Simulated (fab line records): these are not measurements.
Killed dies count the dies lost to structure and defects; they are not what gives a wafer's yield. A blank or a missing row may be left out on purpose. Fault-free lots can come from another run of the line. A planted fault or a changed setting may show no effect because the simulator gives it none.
A struck lot beside a sound one | flow gf180mcu | 15 steps out of a route of 602
Sound: wafers L964.1, L964.4, L964.6. Wafers L972.2, L972.5, L972.6 were the ones struck. The cause comes at the end.
Each step with rows lists, per side, the tool, then ch with its chambers, then its first start. Under that, the readings that differ: sound wafers | struck wafers | difference of the means | sigmas: that difference in standard deviations of wafers without a fault.
alike: same words and numbers on both sides, and readings whose means sit less than 2 such deviations apart. not compared: any withheld reading, any reading some wafer has no value for, any bound like >300 that may hide the same value, and any number with overlapping values for which the record gives no deviation.
The two part at a step that has a row with sigmas, a row that says differs or no value, or rows on one side only. When numbers do not overlap yet have no deviation, they are printed without sigmas and do not part them. A reading missing from all wafers of one side parts the sides only when that side holds two or more wafers.

GF_M3_SPUTTER_04: material TiN, target thk 50 nm, time 41.7 s.
  sound on pvd-sputter-02, day 20 22:08; struck on pvd-sputter-01, day 23 17:13
  alike: cathode-dc-power-W, throttle-valve-pct
GF_M3_RS_MEAS_05: measurement is done with a four-point probe.
  sound on film-metro-04, day 20 22:11; struck on film-metro-04, day 23 17:16
  alike: M3_ALCU_RS
GF_M3_THK_MEAS_06: measures by xrf.
  sound on film-metro-04, day 20 22:18; struck on film-metro-04, day 23 17:23
  alike: M3_ALCU_THK
then, 7 steps without rows for these wafers: GF_M3_DEHYDRATE_07 (time 60 s); GF_M3_HMDS_08 (prime time 60 s); GF_M3_COAT_09 (resist thk 1012 nm); GF_M3_SOFTBAKE_10 (time 60 s); GF_M3_EXPOSE_11 (exposes mask Metal3, target cd 280 nm); GF_M3_PEB_12 (peb time 90 s); GF_M3_DEVELOP_13 (develop time 60 s).
GF_M3_CD_MEAS_14: the cd target is 280 nm.
  sound on cd-sem-01, day 21 22:20; struck on cd-sem-02, day 24 15:30
  alike: cd-nm
GF_M3_OVL_MEAS_15:
  sound on overlay-01, day 21 22:27; struck on overlay-01, day 24 15:37
  alike: M3_OVL
GF_M3_METAL_ETCH_16: etches the open film in Cl2/BCl3, stops on SiO2, target depth 627.5 nm, time 104.6 s.
  sound on rie-metal-02 ch 0,1, day 21 22:29; struck on rie-metal-03 ch 0,1, day 24 15:38
  reading                             | sound             | struck            | difference                    | sigmas
  bias-w (W)                          | 140.6 139.9 140.8 | - - -             | no value on the struck wafers |
  oes-product-au (a.u.)               | 0.974 0.965 0.979 | 1.007 1.013 0.996 | +0.033                        | +5
  run-length-s (s)                    | 131.8 133.3 132.3 | 115.1 115.6 115.5 | -17.1                         | -39
  model.etch.depth-nm (nm)            | 611.8 602.2 609.5 | 524.2 529.7 512.9 | -85.6                         |
  model.M3.feature-depth-nm (nm)      | 611.8 602.2 609.5 | 524.2 529.7 512.9 | -85.6                         |
  model.KrF_of_M3_COAT_09.thk-nm (nm) | 751.5 749.7 749.1 | 780.4 786.6 790.3 | +35.7                         |
  alike: drypump-motor-current-A, throttle-valve-pct
  not compared: rf-hours-counter-h
GF_M3_STRIP_17: strips in O2/N2.
  sound on plasma-asher-01 ch 0, day 21 22:36; struck on plasma-asher-02 ch 0,1, day 24 15:45
  reading                      | sound             | struck            | difference | sigmas
  heater-power-w (W)           | 275 277 272       | 310 365 310       | +54        | +2
  oes-product-au (a.u.)        | 0.559 0.565 0.560 | 0.581 0.580 0.583 | +0.020     | +4
  strip-time-to-endpoint-s (s) | 8.05 8.03 8.02    | 8.33 8.36 8.41    | +0.33      | +10
  alike: drypump-motor-current-A, n2-flow-sccm, o2-flow-sccm
  not compared: rf-hours-counter-h
then, 1 step without rows for these wafers: GF_M3_STRIP_18 (strips in post etch residue remover, time 1200 s).

== WHERE THEY PART ==
Last at GF_M3_STRIP_17 as far as this record goes, first at GF_M3_METAL_ETCH_16.

WHY: what had been put in by the simulator
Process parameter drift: rie-metal-03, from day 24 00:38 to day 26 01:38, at GF_M3_METAL_ETCH_16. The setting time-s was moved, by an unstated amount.
